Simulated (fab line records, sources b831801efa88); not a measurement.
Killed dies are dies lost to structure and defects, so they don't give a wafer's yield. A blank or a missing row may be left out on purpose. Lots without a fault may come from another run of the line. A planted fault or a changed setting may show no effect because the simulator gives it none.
One fault seen from 2 desks | flow sky130 | each desk has only its own numbers; what lay behind them comes last

THE METROLOGY DESK
What the gauges read, lot by lot, whatever tool the lot ran on: means of the sampled wafers that have a number. A lot is out of limits, marked OUT, if its mean lies more than 4 standard deviations from the usual mean; the brackets give that distance.
Columns: A = VIA2_W_RS at SKY_VIA2_RS_MEAS_22, usual 0.274 ohm/sq; B = VIA2_W_THK at SKY_VIA2_THK_MEAS_23, usual 414 nm; C = VIA4_HDPCVD_THK at SKY_VIA4_THK_MEAS_01, usual 1763 nm
lot  | first seen here | A     | B   | C
L952 | day 35 20:19    | 0.270 | 420 | 1733
L953 | day 35 23:34    | 0.269 | 421 | 1742
L954 | day 36 23:59    | 0.271 | 418 | 1768
L956 | day 38 21:56    | 0.279 | 408 | 1757
L959 | day 39 16:05    | 0.269 | 420 | 1769
L968 | day 41 15:35    | 0.273 | 409 | 1591 (-9.6) OUT
L966 | day 41 17:10    | 0.273 | 411 | 1579 (-10) OUT
L970 | day 42 06:05    | 0.274 | 415 | 1776
L971 | day 42 10:56    | 0.271 | 422 | 1571 (-11) OUT
L974 | day 42 20:40    | 0.273 | 412 | 1778
L973 | day 43 01:12    | 0.273 | 414 | 1801
This desk's finding: out of limits on L966, L968, L971; first on L968, day 46 13:39 (VIA4_HDPCVD_THK at SKY_VIA4_THK_MEAS_01). In limits: L952, L953, L954, L956, L959, L970, L974, L973.

THE TOOL OWNER'S DESK: hdpcvd-02
The tool's own readings at SKY_VIA4_HDPCVD_00 (deposits SiO2, target thk 1750 nm, time 291.7 s): means of the sampled wafers that have a number, for each lot that ran on this tool. A lot is out of limits, marked OUT, if its mean lies more than 4 standard deviations from the usual mean; the brackets give that distance.
Columns: A = susceptor_temp_C at SKY_VIA4_HDPCVD_00, usual 400.00 C
lot  | first seen here | A
L953 | day 41 12:00    | 400.13
L954 | day 42 10:28    | 399.80
L956 | day 44 02:24    | 399.80
L959 | day 44 17:08    | 400.17
L968 | day 46 13:28    | 400.09
L966 | day 46 15:08    | 399.74
L971 | day 47 03:19    | 400.08
This desk's finding: nothing out of limits on any of the 7 lots.

PUT TOGETHER
The metrology desk could have raised an alarm at day 46 13:39, on L966, L968, L971.
The tool owner's desk saw nothing out of limits.
The tool owner's desk has L966, L968, L971 on record, within its limits.
Of the lots named, all ran SKY_VIA4_HDPCVD_00 on hdpcvd-02.

WHAT THE SIMULATOR HAD PUT IN
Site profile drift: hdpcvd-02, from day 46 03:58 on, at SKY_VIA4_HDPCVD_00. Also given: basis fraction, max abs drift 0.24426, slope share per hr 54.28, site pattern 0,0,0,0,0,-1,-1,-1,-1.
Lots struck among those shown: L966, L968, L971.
Hours from the fault's start to each desk's first reading out of limits: the metrology desk, 10.
